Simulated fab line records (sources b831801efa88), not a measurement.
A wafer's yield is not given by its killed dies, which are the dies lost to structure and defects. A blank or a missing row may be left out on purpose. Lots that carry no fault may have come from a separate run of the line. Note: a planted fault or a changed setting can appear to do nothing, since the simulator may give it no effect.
Struck lot and sound lot, side by side | flow gf180mcu | 44 out of 602 route steps
Sound: the wafers L944.2, L944.3, L944.5. Struck: wafers L952.1, L952.3, L952.5. The cause is named last.
Order at every step that has rows: each side's tool, ch and its chambers, its first start. Under that, the readings that differ: sound wafers | struck wafers | difference of the means | sigmas: that difference in standard deviations of wafers without a fault.
alike: readings whose means differ by less than 2 such deviations, and words and numbers that are the same on both sides. not compared: withheld readings, readings that some wafer has no value for, bounds like >300 that may hide the same value, and numbers for which the record gives no deviation and whose values overlap.
The two part at a step that has a row with sigmas, a row that says differs or no value, or rows on one side only. Numbers that don't overlap but have no deviation are shown without sigmas and don't part them. Lack of a reading on every wafer of one side parts them only where that side has two or more wafers.

first, 1 step without rows for these wafers: GF_MVSD_IMPLANT_09.
GF_MVSD_STRIP_10: strips in O2/N2.
  sound on plasma asher-01 ch 0,1, day 4 15:37; struck on plasma asher-01 ch 0, day 6 18:19
  alike: drypump motor current A, heater power w, oes product au, strip time to endpoint s
  not compared: rf hours counter h
GF_MVSD_TW_MEAS_11:
  sound on film metro-02, day 4 15:44; struck on film metro-02, day 6 18:25
  alike: MVSD_TW
then, 7 steps without rows for these wafers: GF_MVPSD_DEHYDRATE_00 (time 60 s); GF_MVPSD_HMDS_01 (prime time 60 s); GF_MVPSD_COAT_02 (resist thk 3000 nm); GF_MVPSD_SOFTBAKE_03; GF_MVPSD_EXPOSE_04 (exposes mask MVPSD, target cd 1000 nm); GF_MVPSD_PEB_05; GF_MVPSD_DEVELOP_06 (develop time 60 s).
GF_MVPSD_OVL_MEAS_07:
  sound on overlay-01, day 5 05:33; struck on overlay-01, day 7 10:18
  alike: MVPSD_OVL
following that, these wafers have no rows for 1 step: GF_MVPSD_IMPLANT_08.
GF_MVPSD_IMPLANT_09:
  sound on implanter-03 ch 0, day 5 05:46; struck on implanter-02 ch 0, day 7 10:48
GF_MVPSD_STRIP_10: strips in O2/N2.
  sound on plasma asher-04 ch 0,1, day 5 05:53; struck on plasma asher-03 ch 0,1, day 7 10:57
  alike: drypump motor current A, heater power w, oes product au, strip time to endpoint s
  not compared: rf hours counter h
GF_MVPSD_TW_MEAS_11:
  sound on film metro-01, day 5 05:59; struck on film metro-01, day 7 11:18
  reading  | sound       | struck      | difference | sigmas
  MVPSD_TW | 550 548 547 | 571 575 573 | +25        | +4
then, 7 steps without rows for these wafers: GF_VT_IMPLANT_DEHYDRATE_00 (time 60 s); GF_VT_IMPLANT_HMDS_01 (prime time 60 s); GF_VT_IMPLANT_COAT_02 (resist thk 1000 nm); GF_VT_IMPLANT_SOFTBAKE_03 (time 60 s); GF_VT_IMPLANT_EXPOSE_04 (exposes mask LVPWELL LV AREA, target cd 600 nm); GF_VT_IMPLANT_PEB_05; GF_VT_IMPLANT_DEVELOP_06 (develop time 60 s).
GF_VT_IMPLANT_OVL_MEAS_07:
  sound on overlay-01, day 5 20:36; struck on overlay-01, day 8 01:53
  alike: VT_IMPLANT_OVL
following that, these wafers have no rows for 1 step: GF_VT_IMPLANT_IMPLANT_08.
GF_VT_IMPLANT_STRIP_09: strips in O2/N2.
  sound on plasma asher-01 ch 0,1, day 5 20:47; struck on plasma asher-01 ch 0,1, day 8 02:05
  reading                      | sound             | struck            | difference | sigmas
  strip time to endpoint s (s) | 12.68 12.68 12.70 | 12.60 12.62 12.60 | -0.08      | -2
  alike: drypump motor current A, heater power w, oes product au
  not compared: rf hours counter h
GF_VT_IMPLANT_TW_MEAS_10:
  sound on film metro-02, day 5 20:53; struck on film metro-02, day 8 02:11
  alike: VT_IMPLANT_TW
then, 7 steps without rows for these wafers: GF_VT_IMPLANT_DEHYDRATE_11 (time 60 s); GF_VT_IMPLANT_HMDS_12 (prime time 60 s); GF_VT_IMPLANT_COAT_13 (resist thk 1000 nm); GF_VT_IMPLANT_SOFTBAKE_14 (time 60 s); GF_VT_IMPLANT_EXPOSE_15 (exposes mask Nwell LV AREA, target cd 860 nm); GF_VT_IMPLANT_PEB_16; GF_VT_IMPLANT_DEVELOP_17 (develop time 60 s).
GF_VT_IMPLANT_OVL_MEAS_18:
  sound on overlay-02, day 6 11:33; struck on overlay-01, day 8 18:41
  alike: VT_IMPLANT_01_OVL
following that, these wafers have no rows for 1 step: GF_VT_IMPLANT_IMPLANT_19.
GF_VT_IMPLANT_STRIP_20: strips in O2/N2.
  sound on plasma asher-04 ch 0,1, day 6 11:44; struck on plasma asher-04 ch 1, day 8 18:53
  alike: drypump motor current A, heater power w, oes product au, strip time to endpoint s
  not compared: rf hours counter h
GF_VT_IMPLANT_TW_MEAS_21:
  sound on film metro-03, day 6 11:50; struck on film metro-01, day 8 18:59
  alike: VT_IMPLANT_2_TW
then, 5 steps without rows for these wafers: GF_VT_IMPLANT_DEHYDRATE_22 (time 60 s); GF_VT_IMPLANT_HMDS_23 (prime time 60 s); GF_VT_IMPLANT_COAT_24 (resist thk 1000 nm); GF_VT_IMPLANT_SOFTBAKE_25 (time 60 s); GF_VT_IMPLANT_EXPOSE_26 (exposes mask LVPWELL HV AREA, target cd 860 nm).
GF_VT_IMPLANT_RS_MEAS_49: the measuring method here is four-point-probe.
  sound on film metro-04, day 7 20:10; struck on film metro-02, day 10 06:23
  reading           | sound          | struck         | difference | sigmas
  MVPSD_RS (ohm/sq) | 1164 1163 1163 | 1013 1012 1008 | -152       | -49
GF_PASSIVATION_PROBE_99:
  the record holds rows for the sound wafers here (prober-02, day 29 04:58) but none for the struck ones

## WHERE THEY PART
Last at GF_PASSIVATION_PROBE_99 as far as this record goes, first at GF_MVPSD_TW_MEAS_11.

WHY: the cause the simulator had injected
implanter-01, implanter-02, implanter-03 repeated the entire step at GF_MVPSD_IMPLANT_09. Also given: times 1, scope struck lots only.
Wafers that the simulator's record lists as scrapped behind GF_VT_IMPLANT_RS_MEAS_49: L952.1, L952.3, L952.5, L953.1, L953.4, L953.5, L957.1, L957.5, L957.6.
